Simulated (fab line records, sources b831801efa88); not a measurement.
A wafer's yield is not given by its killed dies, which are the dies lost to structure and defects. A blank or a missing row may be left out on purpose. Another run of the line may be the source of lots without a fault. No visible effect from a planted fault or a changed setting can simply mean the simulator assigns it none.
Matching of chambers :: flow sky130 :: SKY_CAPM_CVD_00 on pecvd-02 has 3 sister chambers
The step deposits SiO2, target thk 15.5 nm. 3 wafers are shown with their chamber, then 10 later ones without.

## WAFERS, EACH WITH ITS CHAMBER
wafer: L084.4
chamber: 2
heaterPowerW (W): 699

wafer: L089.1
chamber: 1
heaterPowerW (W): 776

wafer: L089.2
chamber: 0
heaterPowerW (W): 486

## WAFERS WITH NO CHAMBER GIVEN
wafer: L089.5
heaterPowerW (W): 492

wafer: L092.1
heaterPowerW (W): 542

wafer: L092.3
heaterPowerW (W): 651

wafer: L092.4
heaterPowerW (W): 546

wafer: L094.1
heaterPowerW (W): 649

wafer: L094.3
heaterPowerW (W): 826

wafer: L094.6
heaterPowerW (W): 827

wafer: L096.2
heaterPowerW (W): 677

wafer: L096.4
heaterPowerW (W): 771

wafer: L096.5
heaterPowerW (W): 534

## WHICH CHAMBER EACH ONE RAN IN
wafer: L089.5
from the rows above: 0
in truth: 0

wafer: L092.1
from the rows above: 0
in truth: 0

wafer: L092.3
from the rows above: can't be placed: 2 or 1
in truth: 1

wafer: L092.4
from the rows above: 0
in truth: 0

wafer: L094.1
from the rows above: can't be placed: 2 or 1
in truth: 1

wafer: L094.3
from the rows above: can't be placed: 1 or 2
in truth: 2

wafer: L094.6
from the rows above: can't be placed: 1 or 2
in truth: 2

wafer: L096.2
from the rows above: can't be placed: 2 or 1
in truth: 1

wafer: L096.4
from the rows above: can't be placed: 1 or 2
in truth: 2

wafer: L096.5
from the rows above: 0
in truth: 0
4 of 10 placed correctly. From these rows, 6 cannot be placed; in 6 the true chamber is one of the candidates. 0 placed wrongly.
How it was worked out, from the rows above alone: a wafer's distance from a chamber is the root of the sum, over the readings, of the square of ((its reading less the chamber's mean) divided by the reading's scatter). The wafer belongs to the nearest chamber; if the next one is less than 2 further off, it can't be placed. The mean given for a chamber averages the wafers shown for that chamber. The scatter: with one shown wafer a chamber, the root of the mean of the squares of how far each hidden wafer lies from its nearest shown one.
